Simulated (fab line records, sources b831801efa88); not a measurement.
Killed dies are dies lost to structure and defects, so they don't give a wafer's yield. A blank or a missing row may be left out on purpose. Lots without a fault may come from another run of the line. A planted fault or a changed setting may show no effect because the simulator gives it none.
Which tool did it? | flow sfq_line | 14 lots, 42 wafers sampled, at 2 steps of a route of 325

WHAT THE GAUGES READ, wafer by wafer
SFQ_I4_OVL_MEAS_928. Usual: I4_OVL -2 nm, standard deviation 8.
lot  | measured     | on         | I4_OVL (nm) | flag
L310 | day 47 14:10 | overlay-02 | 9 -4 7      |
L311 | day 47 17:46 | overlay-02 | -18 -11 -9  |
L312 | day 48 08:11 | overlay-02 | 8 -5 -4     |
L313 | day 48 14:10 | overlay-02 | -12 -11 -11 |
L314 | day 48 17:47 | overlay-02 | 0 7 -9      |
L315 | day 48 20:11 | overlay-02 | -3 7 8      |
L316 | day 48 22:34 | overlay-02 | -13 -14 -11 |
L317 | day 48 23:46 | overlay-02 | 1 -16 0     |
L318 | day 49 03:23 | overlay-02 | -18 2 -10   |
L319 | day 49 06:58 | overlay-02 | -12 -18 -21 |
L320 | day 49 08:48 | overlay-01 | 0 -9 -3     |
L322 | day 51 21:37 | overlay-02 | -2 -5 -4    |
L327 | day 55 13:38 | overlay-01 | -4 -9 -11   |
L328 | day 56 17:14 | overlay-02 | -8 -4 -7    |

WHICH TOOL RAN EACH LOT (tool, then ch and the chambers of the sampled wafers, then the start)
lot  | SFQ_TRILAYER_I4_DEP_PECVD_099
L310 | pecvd-01 ch 0,1,2, day 40 07:40
L311 | pecvd-02 ch 0,1,2, day 40 08:52
L312 | pecvd-01 ch 0,1, day 41 18:55
L313 | pecvd-02 ch 0,2, day 42 06:58
L314 | pecvd-01 ch 0,1,2, day 42 09:16
L315 | pecvd-04 ch 1,2, day 42 11:52
L316 | pecvd-02 ch 0,2, day 42 15:13
L317 | pecvd-01 ch 0,1, day 42 20:01
L318 | pecvd-04 ch 1,2, day 42 21:16
L319 | pecvd-01 ch 0,2, day 42 22:25
L320 | pecvd-04 ch 1,2, day 42 23:37
L322 | pecvd-01 ch 0,1, day 51 14:35
L327 | pecvd-02 ch 0,1,2, day 55 02:38
L328 | pecvd-02 ch 0,1, day 56 01:01
- SFQ_TRILAYER_I4_DEP_PECVD_099: deposits SiO2 from SiH4/N2O, time 111.11 s, target thk 500 nm.

WHAT THE TOOLS THEMSELVES READ (means of the sampled wafers that have a number; where no wafer has one, the mark that the record gives instead)
SFQ_TRILAYER_I4_DEP_PECVD_099. Usual: heater_power_w 88 W, standard deviation 18; throttle_valve_pct 24.8 %, standard deviation 1.5.
lot  | tool     | heater_power_w (W) | throttle_valve_pct (%) | flag
L310 | pecvd-01 | 78                 | 26.8                   |
L311 | pecvd-02 | 94                 | 24.0                   |
L312 | pecvd-01 | 64                 | 27.1                   |
L313 | pecvd-02 | 102                | 24.2                   |
L314 | pecvd-01 | 78                 | 26.7                   |
L315 | pecvd-04 | 100                | 22.9                   |
L316 | pecvd-02 | 96                 | 24.1                   |
L317 | pecvd-01 | 62                 | 26.8                   |
L318 | pecvd-04 | 81                 | 23.3                   |
L319 | pecvd-01 | 77                 | 26.3                   |
L320 | pecvd-04 | 93                 | 23.4                   |
L322 | pecvd-01 | 68                 | 26.7                   |
L327 | pecvd-02 | 92                 | 25.3                   |
L328 | pecvd-02 | 102                | 25.8                   |

THE ANSWER, worked out from the rows above alone
Rule: a lot is off if the mean of its wafers that have a number lies more than 3 standard deviations from the usual mean. A lot without any number at a reading at which 4 lots or more have one is off too. The other lots that the step has rows for count as sound. The gauges are gone through in route order, then the tools' own readings, and for those a lot's mean is taken as printed above. The first step at which some lot is off is used, and at that step the reading that is off furthest; a lot without a number counts as furthest.
No lot is off at any reading shown: from this, nothing can be told.

WHAT THE SIMULATOR HAD PUT IN
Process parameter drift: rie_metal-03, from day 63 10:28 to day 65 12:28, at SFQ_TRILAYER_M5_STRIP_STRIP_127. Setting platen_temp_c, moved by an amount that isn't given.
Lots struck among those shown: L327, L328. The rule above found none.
